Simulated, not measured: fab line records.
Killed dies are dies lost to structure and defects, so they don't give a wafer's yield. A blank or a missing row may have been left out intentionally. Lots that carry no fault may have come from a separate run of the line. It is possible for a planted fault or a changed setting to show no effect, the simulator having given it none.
A struck lot beside a sound one ; flow sky130 ; 42 steps out of a route of 708
Sound: the wafers L189.2, L189.3, L189.4. Wafers struck: L198.2, L198.4, L198.5. The cause is given at the end.
Order at every step that has rows: each side's tool, ch and its chambers, its first start. Under that, the readings that differ: sound wafers ; struck wafers ; difference of the means ; sigmas: that difference in standard deviations of wafers without a fault.
alike: same words and numbers on both sides, and readings whose means sit less than 2 such deviations apart. not compared: any withheld reading, any reading some wafer has no value for, any bound like >300 that may hide the same value, and any number with overlapping values for which the record gives no deviation.
A row with sigmas, a row that says differs or no value, or rows on one side alone: a step with any of these is where the two part. Numbers that have no deviation but don't overlap get no sigmas and don't part them. A reading that every wafer of one side lacks parts them only if that side has two wafers or more.

first, 5 steps without rows for these wafers: SKY_GATE_OXIDE_COAT_05 (resist thk 1140 nm); SKY_GATE_OXIDE_SOFTBAKE_06 (time 60 s); SKY_GATE_OXIDE_EXPOSE_07 (exposes mask LVOM, target cd 600 nm); SKY_GATE_OXIDE_PEB_08; SKY_GATE_OXIDE_DEVELOP_09 (develop time 60 s).
SKY_GATE_OXIDE_OVL_MEAS_10:
  sound on overlay-01 at day 14 22:54; struck on overlay-01 at day 18 02:30
  alike: GATE_OXIDE_OVL
then, 2 steps without rows for these wafers: SKY_GATE_OXIDE_IMPLANT_11; SKY_GATE_OXIDE_WET_ETCH_12 (etches SiO2 in dHF, target depth 16.8 nm, time 336 s).
SKY_GATE_OXIDE_STRIP_13: strips in O2/N2.
  sound on plasma-asher-02 ch 0,1, day 14 23:11; struck on plasma-asher-02 ch 0, day 18 02:47
  alike: drypump-motor-current-A, n2-flow-sccm, oes-product-au, strip-time-to-endpoint-s
  not compared: rf-hours-counter-h
SKY_GATE_OXIDE_TW_MEAS_14:
  sound on film-metro-01 at day 14 23:18; struck on film-metro-03 at day 18 02:53
reading;sound;struck;difference;sigmas
GATE_OXIDE_TW;229 229 229;220 222 221;-8;-2
then, 2 steps without rows for these wafers: SKY_GATE_OXIDE_CLEAN_15 (cleans in SC1/SC2, time 150 s); SKY_GATE_OXIDE_OXIDATION_16 (stabilise 600 s, purge 300 s, target thk 3.57 nm).
SKY_POLY_GATE_CVD_00: deposits poly-Si, target thk 180 nm, time 720 s.
  sound on lpcvd-01 ch 0, day 15 04:12; struck on lpcvd-01 ch 0, day 18 05:20
reading;sound;struck;difference;sigmas
pressure-mtorr (mTorr);199.7 200.0 199.8;160.5 160.1 160.2;-39.6;-88
model.poly-Si_of_POLY_GATE_CVD_00.thk-nm (nm);180.5 181.2 180.1;161.1 161.2 162.7;-18.9;
  alike: zone-power-centre-pct
SKY_POLY_GATE_THK_MEAS_01:
  sound on film-metro-04 at day 15 05:25; struck on film-metro-03 at day 18 06:32
reading;sound;struck;difference;sigmas
POLY_GATE_CVD_00_THK (nm);180.4 181.3 180.2;161.2 161.1 162.6;-19.0;-16
then, 8 steps without rows for these wafers: SKY_RES_PROTECT_DEHYDRATE_00 (time 60 s); SKY_RES_PROTECT_HMDS_01 (prime time 60 s); SKY_RES_PROTECT_COAT_02 (resist thk 1140 nm); SKY_RES_PROTECT_SOFTBAKE_03 (time 60 s); SKY_RES_PROTECT_EXPOSE_04 (exposes mask RPM, target cd 1270 nm); SKY_RES_PROTECT_PEB_05; SKY_RES_PROTECT_DEVELOP_06 (develop time 60 s); SKY_POLY_GATE_IMPLANT_02.
SKY_RES_PROTECT_STRIP_07: strips in O2/N2.
  sound on plasma-asher-01 ch 0,1, day 16 09:17; struck on plasma-asher-03 ch 1, day 19 13:26
  alike: drypump-motor-current-A, n2-flow-sccm, oes-product-au, strip-time-to-endpoint-s
  not compared: rf-hours-counter-h
SKY_RES_PROTECT_TW_MEAS_08:
  sound on film-metro-01 at day 16 09:24; struck on film-metro-02 at day 19 13:33
  alike: POLY_GATE_TW
SKY_RES_PROTECT_CLEAN_09: cleans in SC1/SC2, time 150 s.
  sound on wet-bench-04 ch 1, day 16 09:27; struck on wet-bench-04 ch 3, day 19 13:36
reading;sound;struck;difference;sigmas
model.poly-Si_of_POLY_GATE_CVD_00.thk-nm (nm);179.8 180.6 179.4;160.5 160.6 162;-18.9;
then, 1 step without rows for these wafers: SKY_POLY_GATE_CVD_03 (deposits Si3N4 from DCS/NH3, target thk 75 nm, time 1290 s).
SKY_POLY_GATE_THK_MEAS_04:
  sound on film-metro-02 at day 16 10:52; struck on film-metro-02 at day 19 15:01
  alike: POLY_GATE_CVD_03_THK
then, 8 steps without rows for these wafers: SKY_POLY_GATE_DEHYDRATE_05 (time 60 s); SKY_POLY_GATE_HMDS_06 (prime time 60 s); SKY_POLY_GATE_COAT_07 (resist thk 110 nm); SKY_POLY_GATE_COAT_08 (resist thk 450 nm); SKY_POLY_GATE_SOFTBAKE_09 (time 90 s); SKY_POLY_GATE_EXPOSE_10 (exposes mask P1M, target cd 150 nm); SKY_POLY_GATE_PEB_11; SKY_POLY_GATE_DEVELOP_12 (develop time 60 s).
SKY_POLY_GATE_CD_MEAS_13: the cd target is 150 nm.
  sound on cd-sem-02 at day 17 16:28; struck on cd-sem-01 at day 20 21:10
  alike: cd-nm
SKY_POLY_GATE_OVL_MEAS_14:
  sound on overlay-01 at day 17 16:34; struck on overlay-02 at day 20 21:16
  alike: POLY_GATE_OVL
SKY_POLY_GATE_ETCH_15: etches BARC in N2/H2, stops on SiO2, time 118.5 s, target depth 110 nm.
  sound on rie-diel-03 ch 0,2,3, day 17 16:36; struck on rie-diel-04 ch 2, day 20 21:17
  alike: drypump-motor-current-A, n2-flow-sccm, oes-product-au, throttle-valve-pct
  not compared: rf-hours-counter-h
SKY_POLY_GATE_ETCH_16: etches Si3N4 in CH3F/O2, stops on poly-Si, time 147.5 s, target depth 75 nm.
  sound on rie-diel-03 ch 0,2,3, day 17 16:41; struck on rie-diel-04 ch 2, day 20 21:25
  alike: drypump-motor-current-A, oes-product-au, throttle-valve-pct
  not compared: rf-hours-counter-h
SKY_POLY_GATE_ETCH_17: etches poly-Si in HBr/Cl2, stops on SiO2, target depth 180 nm, time 70.5 s.
  sound on rie-si-02 ch 0,1, day 17 16:47; struck on rie-si-01 ch 0,1,3, day 20 21:34
reading;sound;struck;difference;sigmas
oes-product-au (a.u.);0.977 0.990 0.983;0.912 0.929 0.928;-0.060;-8
model.POLY_GATE.feature-depth-nm (nm);178.3 180.6 179.4;160.5 160.6 162;-18.4;
model.etch.depth-nm (nm);178.3 180.6 179.4;160.5 160.6 162;-18.4;
  alike: HBr_flow_sccm, drypump-motor-current-A, throttle-valve-pct
  not compared: rf-hours-counter-h
SKY_POLY_GATE_STRIP_18: strips in O2/N2.
  sound on plasma-asher-04 ch 0,1, day 17 16:50; struck on plasma-asher-02 ch 0,1, day 20 21:37
  alike: drypump-motor-current-A, n2-flow-sccm, oes-product-au, strip-time-to-endpoint-s
  not compared: rf-hours-counter-h
-- here the record skips 28 days between the struck wafers' starts before and after, leaving off in module POLY_GATE and picking up in module PAD_OPEN (first step shown: number 708 of the route) --
SKY_PAD_OPEN_PROBE_99:
  sound on prober-02 at day 46 10:34; struck on prober-02 at day 48 11:11
reading;sound;struck;difference;sigmas
killed_at_M0_to_M3;37 44 41;58 58 55;+16;+3
killed-dies;76 83 84;110 90 98;+18;+2
model.etest.res-high-po.line-ohm-um;762.2 742.6 751.2;800.6 802.8 779.9;+42.4;
model.etest.res-high-po.rs-ohm-sq;266.6 262.7 263.4;278.9 277.1 275.2;+12.8;
model.etest.licon-high-po.rc-ohm;352.1 354.5 336.2;313.3 321.1 326.4;-27.3;
model.etest.res-poly.rs-ohm-sq;49.26 48.4 49;52.31 51.73 52.17;+3.18;
  alike: killed_at_M4_up, killed-at-contacts, killed-at-front-end, killed-at-other, killed-open, killed-short
  not compared: model.etest.res-poly.line-ohm-um, model.etest.cap-li-to-poly.c-af-um2

== WHERE THEY PART ==
Last at SKY_PAD_OPEN_PROBE_99 as far as this record goes, first at SKY_GATE_OXIDE_TW_MEAS_14.

WHY: what the simulator had put in
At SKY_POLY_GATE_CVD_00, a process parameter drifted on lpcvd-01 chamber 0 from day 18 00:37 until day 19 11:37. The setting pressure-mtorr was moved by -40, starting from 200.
